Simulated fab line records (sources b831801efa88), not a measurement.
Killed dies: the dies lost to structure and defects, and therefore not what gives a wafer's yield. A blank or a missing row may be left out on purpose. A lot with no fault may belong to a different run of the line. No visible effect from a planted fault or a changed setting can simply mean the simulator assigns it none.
Which of the tools did it? | flow sky130 | 6 lots with 18 wafers sampled at 2 steps, on a route of 708 steps

## WHAT EACH GAUGE READ, for each wafer
SKY_LDD_HVP_TW_MEAS_10.
lot  | measured     | on            | LDD_HVP_TW
L905 | day 21 15:47 | film metro-01 | 450 452 448
L907 | day 22 18:29 | film metro-01 | 449 455 451
L909 | day 23 11:17 | film metro-01 | 451 454 454
L911 | day 24 05:49 | film metro-01 | 449 452 453
L914 | day 25 07:23 | film metro-02 | 713 711 715
L916 | day 25 20:50 | film metro-04 | 704 705 702

## EACH LOT AND THE TOOL THAT RAN IT (in order: tool; ch and the chambers of the sampled wafers; start)
lot  | SKY_LDD_HVP_IMPLANT_08
L905 | implanter-03 ch 0, day 21 15:34
L907 | implanter-01 ch 0, day 22 18:15
L909 | implanter-04 ch 0, day 23 11:03
L911 | implanter-04 ch 0, day 24 05:35
L914 | implanter-04 ch 0, day 25 07:08
L916 | implanter-03 ch 0, day 25 20:36
- SKY_LDD_HVP_IMPLANT_08

## THE ANSWER, worked out from the rows above alone
Rule: what is usual is taken from the lots themselves. The widest of any qualifying gaps counts: lots, ordered by their means at a reading, are off when they make up no more than a third of the lots, leave a main group of 4 or more, and stand apart from it by 3 or more times the standard deviation of that group's means. Not used: any main group whose means are identical at the precision the tables above print for the reading. A lot without any number at a reading at which 4 lots or more have one is off too. All remaining lots with rows at the step are treated as sound.
Off: L914, L916, seen at SKY_LDD_HVP_TW_MEAS_10 (LDD_HVP_TW). The main group: mean 452, standard deviation 1.1.
A tool fits if, at a process step before that reading, it ran every lot that is off, and no sound lot after the first of them. Those tools and the gauges at SKY_LDD_HVP_TW_MEAS_10 are tried in the same way. Not one of the candidates tried fits.

## WHAT HAD BEEN PUT IN BY THE SIMULATOR
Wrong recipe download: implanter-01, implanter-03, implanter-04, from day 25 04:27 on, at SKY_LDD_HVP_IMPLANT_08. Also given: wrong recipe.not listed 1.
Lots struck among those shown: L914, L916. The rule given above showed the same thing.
